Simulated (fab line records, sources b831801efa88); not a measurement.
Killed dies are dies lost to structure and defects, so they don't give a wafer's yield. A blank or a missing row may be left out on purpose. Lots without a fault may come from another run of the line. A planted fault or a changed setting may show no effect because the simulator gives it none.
fab line records | flow sky130
record lots=14 wafers=42 last_day=50
route steps=708 shown METAL1@451 VIA1@459 METAL2@502
lots that met no fault: from a run of the same line without faults
start_h: hours from the record's first day to the start of the lot's first wafer shown | wait_h: hours since the lot's step before | " the same as in the row above | L1.1+2: a row that stands for several wafers | - no value, or no start given | * or withheld: withheld | < > ~ a bound
route shown NAME@n: a module of which the file shows steps, and the number in the route of the first | usual: mean/standard deviation of fault-free wafers | same: alike in all rows | chamber/n: place in a boat | sites: the reading at each site | _std_site: their standard deviation | _edge_site: outer sites' mean less inner sites' | radius_mm: how far each site lies from the wafer's centre | mask NAME#n: copy n | behind: the tool/chamber that last shaped the wafer | hold: why the lot was held/for how many hours/how that ended | device: the transistor (n, p or np) that didn't switch | end of line: the same wafers' tests at the end of the route | a step without rows: its recipe alone | killed: dies lost to structure and defects at the first sort, not the wafer's yield | map: a wafer's dies, x killed, . not, _ none there
set.NAME: the setting as run; set.NAME@STEP: as run at that earlier step | model.NAME: the simulator's own value behind a step, which no gauge read
steps of the route over a sample of lots; a table a step, a row a wafer
services: from which hour (start_h, from the record's first day; less than 0 if before it) a tool's chamber was out of use, for how many hours, and why
## steps
# step SKY_METAL1_DESCUM_17
# recipe chemistry=O2 source_power_w=150 bias_power_w=0 pressure_mtorr=10 temp_c=40 time_s=8
# usual drypump_motor_current_A=5.9/0.43 oes_product_au=1.001/0.0073
# columns lot.wafer tool chamber start_h wait_h drypump_motor_current_A oes_product_au rf_hours_counter_h
L964.1 rie_metal-01 0 753.09 0.0 6.3 1.016 4
L964.2 " 1 " " 5.9 1.004 10
L964.3 " 0 " " 6.3 1.008 -
L965.1 rie_metal-02 0 771.84 0.0 6.2 1.002 5
L965.4 " 1 " " 6.3 1.007 -
L965.5 " 0 " " 6.2 0.995 -
L966.1 rie_metal-03 0 783.38 0.0 5.0 0.996 7
L966.3 " 0 " " 5.0 0.999 -
L966.4 " 1 " " 5.9 0.997 -
L970.2 rie_metal-03 0 808.84 0.0 5.0 0.993 8
L970.3 " 1 " " 5.8 0.983 -
L970.6 " 0 " " 5.0 0.992 -
L971.2 rie_metal-03 0 817.84 0.0 5.0 1.001 8
L971.5 " 1 " " 5.9 0.995 -
L971.6 " 0 " " 5.0 0.999 -
L972.2 rie_metal-01 1 823.69 0.0 5.9 0.997 12
L972.3 " 0 " " 6.3 1.004 -
L972.6 " 1 " " 5.9 1.009 -
L978.1 rie_metal-03 0 874.14 0.0 5.0 0.994 10
L978.4 " 0 " " 5.0 0.987 -
L978.5 " 0 " " 5.0 0.990 -
L980.1 rie_metal-02 0 889.23 0.0 6.2 1.006 10
L980.3 " 0 " " 6.2 1.009 -
L980.6 " 0 " " 6.2 1.008 -
L981.1 rie_metal-03 1 898.24 0.0 5.9 0.997 16
L981.3 " 1 " " 5.9 0.998 -
L981.4 " 0 " " 5.0 1.006 -
L982.1 rie_metal-01 1 906.54 0.0 5.9 1.005 15
L982.2 " 0 " " 6.3 0.996 10
L982.6 " 1 " " 5.9 1.002 -
L983.2 rie_metal-03 1 908.58 0.0 5.9 0.998 17
L983.3 " 1 " " 5.9 0.999 -
L983.4 " 0 " " 5.0 0.999 -
L984.1 rie_metal-03 0 917.29 0.0 5.0 0.998 12
L984.3 " 0 " " 5.0 0.996 -
L984.6 " 1 " " 5.9 1.005 -
L986.2 rie_metal-02 0 926.64 0.0 6.2 1.013 12
L986.5 " 0 " " 6.2 1.008 -
L986.6 " 1 " " 6.3 1.011 -
L987.3 rie_metal-01 0 947.94 0.0 6.3 0.992 -
L987.4 " 1 " " 5.8 0.999 -
L987.5 " 0 " " 6.3 0.994 -
# step SKY_METAL1_ETCH_18
# recipe chemistry=N2/H2 target=BARC ion_energy_ev=200 bias_w=100 pressure_mtorr=30 n2_flow_sccm=100 h2_flow_sccm=200 icp_w=500 stop_on=SiO2 time_s=45.9 target_depth_a=600
# usual drypump_motor_current_A=5.9/0.43 oes_product_au=0.854/0.005 throttle_valve_pct=13.226/0.0088
# columns lot.wafer tool chamber start_h wait_h drypump_motor_current_A oes_product_au rf_hours_counter_h throttle_valve_pct
L964.1 rie_metal-01 0 753.12 0.0 6.3 0.858 4 13.236
L964.2 " 1 " " 5.9 0.853 10 13.234
L964.3 " 0 " " 6.3 0.855 - 13.219
L965.1 rie_metal-02 0 771.88 0.0 6.2 0.849 5 13.208
L965.4 " 1 " " 6.3 0.852 - 13.224
L965.5 " 0 " " 6.2 0.860 - 13.231
L966.1 rie_metal-03 0 783.41 0.0 5.0 0.858 7 13.233
L966.3 " 0 " " 5.0 0.859 - 13.219
L966.4 " 1 " " 5.8 0.852 - 13.220
L970.2 rie_metal-03 0 808.87 0.0 5.0 0.853 8 13.211
L970.3 " 1 " " 5.9 0.861 - 13.232
L970.6 " 0 " " 5.0 0.849 - 13.219
L971.2 rie_metal-03 0 817.88 0.0 5.0 0.852 8 13.234
L971.5 " 1 " " 5.9 0.855 - 13.227
L971.6 " 0 " " 5.0 0.855 - 13.230
L972.2 rie_metal-01 1 823.72 0.0 5.9 0.863 12 13.214
L972.3 " 0 " " 6.3 0.855 - 13.225
L972.6 " 1 " " 5.9 0.862 - 13.239
L978.1 rie_metal-03 0 874.18 0.0 5.0 0.858 10 13.226
L978.4 " 0 " " 5.0 0.861 - 13.227
L978.5 " 0 " " 5.0 0.851 - 13.227
L980.1 rie_metal-02 0 889.29 0.1 6.2 0.857 10 13.227
L980.3 " 0 " " 6.2 0.856 - 13.218
L980.6 " 0 " " 6.2 0.854 - 13.219
L981.1 rie_metal-03 1 898.28 0.0 5.9 0.847 16 13.225
L981.3 " 1 " " 5.9 0.861 - 13.228
L981.4 " 0 " " 5.0 0.858 - 13.225
L982.1 rie_metal-01 1 906.57 0.0 5.9 0.849 15 13.218
L982.2 " 0 " " 6.3 0.851 10 13.235
L982.6 " 1 " " 5.9 0.865 - 13.239
L983.2 rie_metal-03 1 908.61 0.0 5.9 0.851 17 13.261
L983.3 " 1 " " 5.9 0.856 - 13.216
L983.4 " 0 " " 5.0 0.849 - 13.229
L984.1 rie_metal-03 0 917.32 0.0 5.0 0.859 12 13.212
L984.3 " 0 " " 5.0 0.858 - 13.225
L984.6 " 1 " " 5.9 0.851 - 13.223
L986.2 rie_metal-02 0 926.67 0.0 6.2 0.852 12 13.223
L986.5 " 0 " " 6.2 0.855 - 13.222
L986.6 " 1 " " 6.3 0.837 - 13.234
L987.3 rie_metal-01 0 947.98 0.0 6.3 0.856 - 13.227
L987.4 " 1 " " 5.9 0.849 - 13.215
L987.5 " 0 " " 6.3 0.855 - 13.231
# step SKY_VIA1_THK_MEAS_01
# recipe reads=SiO2_of_VIA1_HDPCVD_00
# usual VIA1_HDPCVD_THK=1033/11
# columns lot.wafer tool chamber start_h wait_h VIA1_HDPCVD_THK[nm]
L964.1 film_metro-01 - 754.06 0.1 1013
L964.2 " - " " 1028
L964.3 " - " " 1011
L965.1 film_metro-04 - 772.75 0.1 1037
L965.4 " - " " 1042
L965.5 " - " " 1044
L966.1 film_metro-01 - 784.28 0.1 1033
L966.3 " - " " 1041
L966.4 " - " " 1034
L970.2 film_metro-04 - 809.80 0.1 1023
L970.3 " - " " 1030
L970.6 " - " " 1027
L971.2 film_metro-04 - 818.77 0.1 1035
L971.5 " - " " 1031
L971.6 " - " " 1050
L972.2 film_metro-01 - 824.62 0.1 1043
L972.3 " - " " 1033
L972.6 " - " " 1045
L978.1 film_metro-03 - 875.03 0.1 1047
L978.4 " - " " 1042
L978.5 " - " " 1038
L980.1 film_metro-03 - 890.36 0.1 1033
L980.3 " - " " 1029
L980.6 " - " " 1032
L981.1 film_metro-03 - 899.13 0.1 1020
L981.3 " - " " 1037
L981.4 " - " " 1039
L982.1 film_metro-04 - 907.42 0.1 1039
L982.2 " - " " 1036
L982.6 " - " " 1050
L983.2 film_metro-04 - 909.48 0.1 1032
L983.3 " - " " 1040
L983.4 " - " " 1045
L984.1 film_metro-01 - 918.21 0.1 1021
L984.3 " - " " 1032
L984.6 " - " " 1028
L986.2 film_metro-04 - 927.54 0.1 1026
L986.5 " - " " 1042
L986.6 " - " " 1034
L987.3 film_metro-04 - 948.84 0.1 1053
L987.4 " - " " 1042
L987.5 " - " " 1063
# step SKY_METAL2_METAL_ETCH_19
# recipe target_depth_a=3600 stop_on=SiO2 over_etch_frac=0.3 time_s=78 chemistry=Cl2/BCl3 resist_sidewall_deg=88 pressure_mtorr=10 icp_w=900 bias_w=48.5 Cl2_flow_sccm=60 bcl3_flow_sccm=30
# usual drypump_motor_current_A=5.8/0.51 mfc_cl2_sccm=59.99/0.16 oes_product_au=0.854/0.0063 throttle_valve_pct=22.263/0.0092
# columns lot.wafer tool chamber start_h wait_h drypump_motor_current_A mfc_cl2_sccm oes_product_au rf_hours_counter_h throttle_valve_pct
L964.1 rie_metal-02 1 810.42 0.0 6.2 60.17 0.857 13 22.252
L964.2 " 0 " " 6.2 59.84 0.849 6 22.261
L964.3 " 1 " " 6.3 59.96 0.846 - 22.272
L965.1 rie_metal-04 0 827.88 0.0 6.2 60.24 0.859 5 22.264
L965.4 " 0 " " 6.2 60.03 0.855 - 22.262
L965.5 " 1 " " 5.2 59.96 0.852 - 22.257
L966.1 rie_metal-02 1 841.11 0.0 6.3 59.75 0.856 14 22.259
L966.3 " 1 " " 6.3 60.06 0.859 - 22.254
L966.4 " 0 " " 6.2 60.00 0.858 - 22.252
L970.2 rie_metal-02 1 864.91 0.0 6.3 60.03 0.853 16 22.261
L970.3 " 1 " " 6.3 59.74 0.855 - 22.270
L970.6 " 1 " " 6.3 59.81 0.854 - 22.270
L971.2 rie_metal-02 1 873.33 0.0 6.3 60.11 0.846 16 22.276
L971.5 " 1 " " 6.3 60.25 0.862 - 22.278
L971.6 " 0 " " 6.2 60.15 0.850 - 22.250
L972.2 rie_metal-02 0 880.33 0.0 6.2 60.08 0.854 9 22.252
L972.3 " 1 " " 6.3 60.05 0.837 - 22.271
L972.6 " 0 " " 6.2 60.03 0.854 - 22.263
L978.1 rie_metal-04 1 927.08 0.0 5.2 59.82 0.854 2 22.266
L978.4 " 0 " " 6.2 59.72 0.850 - 22.262
L978.5 " 0 " " 6.2 59.82 0.838 - 22.262
L980.1 rie_metal-03 0 942.53 0.1 5.0 59.93 0.844 13 22.261
L980.3 " 0 " " 5.0 59.90 0.836 - 22.264
L980.6 " 0 " " 5.0 59.93 0.850 - 22.268
L981.1 rie_metal-02 0 951.08 0.1 6.2 59.94 0.862 14 22.277
L981.3 " 0 " " 6.2 60.01 0.848 - 22.258
L981.4 " 0 " " 6.2 60.12 0.854 - 22.262
L982.1 rie_metal-02 1 958.57 0.0 6.3 59.97 0.863 0 22.272
L982.2 " 0 " " 6.2 60.11 0.859 15 22.268
L982.6 " 0 " " 6.2 59.84 0.857 - 22.276
L983.2 rie_metal-04 1 960.91 0.0 5.2 59.68 0.842 4 22.253
L983.3 " 1 " " 5.2 60.05 0.844 - 22.261
L983.4 " 0 " " 6.1 60.09 0.851 - 22.276
L984.1 rie_metal-03 1 970.72 0.0 5.9 59.94 0.852 1 22.263
L984.3 " 1 " " 5.9 59.88 0.856 - 22.273
L984.6 " 0 " " 5.0 60.03 0.871 - 22.262
L986.2 rie_metal-03 0 978.17 0.0 5.0 60.18 0.862 15 22.284
L986.5 " 1 " " 5.9 59.74 0.856 - 22.278
L986.6 " 0 " " 5.0 60.26 0.853 - 22.258
L987.3 rie_metal-04 1 999.21 0.1 5.2 60.05 0.852 - 22.262
L987.4 " 0 " " 6.1 59.91 0.849 - 22.239
L987.5 " 0 " " 6.2 59.84 0.861 - 22.277
# step SKY_METAL2_STRIP_20
# recipe chemistry=O2/N2 power_w=1400 pressure_mtorr=1500 platen_temp_c=withheld o2_flow_sccm=3000 n2_flow_sccm=300 overash_fraction=0.5
# usual drypump_motor_current_A=5.7/0.31 oes_product_au=0.342/0.0047 strip_time_to_endpoint_s=2.69/0.031
# columns lot.wafer tool chamber start_h wait_h drypump_motor_current_A oes_product_au rf_hours_counter_h strip_time_to_endpoint_s
L964.1 plasma_asher-01 0 810.51 0.1 6.1 0.350 67 2.67
L964.2 " 1 " " 5.9 0.345 67 2.67
L964.3 " 0 " " 6.1 0.336 - 2.64
L965.1 plasma_asher-03 1 827.97 0.1 5.6 0.345 39 2.69
L965.4 " 1 " " 5.6 0.339 - 2.71
L965.5 " 0 " " 5.4 0.351 - 2.70
L966.1 plasma_asher-01 0 841.20 0.1 6.1 0.337 70 2.69
L966.3 " 0 " " 6.1 0.345 - 2.67
L966.4 " 1 " " 5.9 0.342 - 2.69
L970.2 plasma_asher-01 1 865.00 0.1 5.8 0.344 72 2.65
L970.3 " 0 " " 6.1 0.333 - 2.63
L970.6 " 0 " " 6.1 0.335 - 2.65
L971.2 plasma_asher-03 0 873.42 0.1 5.4 0.341 44 2.61
L971.5 " 1 " " 5.6 0.333 - 2.65
L971.6 " 0 " " 5.4 0.361 - 3.18
L972.2 plasma_asher-01 0 880.42 0.1 6.1 0.364 74 3.23
L972.3 " 1 " " 5.9 0.343 - 2.67
L972.6 " 1 " " 5.9 0.359 - 3.25
L978.1 plasma_asher-01 0 927.17 0.1 6.1 0.346 78 2.72
L978.4 " 0 " " 6.1 0.352 - 2.75
L978.5 " 1 " " 5.9 0.340 - 2.70
L980.1 plasma_asher-01 0 942.71 0.1 6.1 0.346 80 2.69
L980.3 " 0 " " 6.1 0.346 - 2.69
L980.6 " 0 " " 6.0 0.339 - 2.66
L981.1 plasma_asher-03 1 951.26 0.1 5.6 0.340 51 2.67
L981.3 " 0 " " 5.3 0.345 - 2.68
L981.4 " 1 " " 5.6 0.337 - 2.67
L982.1 plasma_asher-04 0 958.66 0.1 5.5 0.343 113 2.63
L982.2 " 1 " " 5.0 0.343 113 2.69
L982.6 " 1 " " 5.0 0.349 - 2.69
L983.2 plasma_asher-01 0 961.00 0.1 6.1 0.342 82 2.67
L983.3 " 1 " " 5.8 0.346 - 2.70
L983.4 " 0 " " 6.1 0.342 - 2.67
L984.1 plasma_asher-03 1 970.81 0.1 5.6 0.346 53 2.69
L984.3 " 1 " " 5.6 0.340 - 2.73
L984.6 " 0 " " 5.4 0.341 - 2.69
L986.2 plasma_asher-01 1 978.26 0.1 5.9 0.343 83 2.72
L986.5 " 0 " " 6.1 0.345 - 2.72
L986.6 " 1 " " 5.9 0.351 - 2.72
L987.3 plasma_asher-01 0 999.31 0.1 6.0 0.337 - 2.74
L987.4 " 1 " " 5.9 0.340 - 2.75
L987.5 " 0 " " 6.0 0.346 - 2.77
## services
# columns tool chamber start_h hours kind
rie_metal-02 0 734.75 14.6 repair
plasma_asher-04 - 738.87 0.8 repair
plasma_asher-04 - 757.03 9.0 repair
plasma_asher-03 - 783.51 2.8 pm
plasma_asher-01 - 794.48 8.2 repair
rie_metal-04 1 860.69 - clean
rie_metal-04 1 860.69 25.8 scheduled_down
rie_metal-04 1 860.69 25.8 vent_cycle
rie_metal-04 0 874.60 2.1 repair
rie_metal-02 1 882.65 29.8 repair
rie_metal-03 - 886.73 1.2 repair
rie_metal-01 0 890.74 2.3 repair
plasma_asher-01 - 896.48 1.1 repair
rie_metal-01 - 931.59 0.7 repair
rie_metal-03 1 935.00 - clean
rie_metal-03 1 935.00 16.0 scheduled_down
rie_metal-03 1 935.00 16.0 vent_cycle
rie_metal-02 1 935.85 - clean
rie_metal-02 1 935.85 20.5 scheduled_down
rie_metal-02 1 935.85 20.5 vent_cycle
rie_metal-02 - 973.41 2.8 pm
rie_metal-01 1 986.72 - clean
rie_metal-01 1 986.72 25.2 scheduled_down
rie_metal-01 1 986.72 25.2 vent_cycle
## key
first_sign step=SKY_METAL2_STRIP_20 reading=strip_time_to_endpoint_s direction=up sigmas=17 usual=* struck=*
effect step=SKY_METAL2_STRIP_20 reading=oes_product_au direction=up sigmas=4.1 usual=0.342 struck=0.361
met_at SKY_METAL2_METAL_ETCH_19
struck_lots L971,L972
struck_wafers L971.6,L972.2,L972.6
sort_left_out L971.6,L972.2,L972.6
not_acting_at SKY_METAL1_DESCUM_17,SKY_METAL1_ETCH_18,SKY_VIA1_THK_MEAS_01
onset_between 841.11 873.33
fault kind=process_parameter_drift tool=rie_metal-02 chamber=0 onset_h=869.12 steps=SKY_METAL2_METAL_ETCH_19 channel=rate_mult offset=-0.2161 shape=step end_h=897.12
# sort_left_out: the simulated sort isn't trusted on such a fault, so these wafers' sort isn't shown, and their yield isn't known
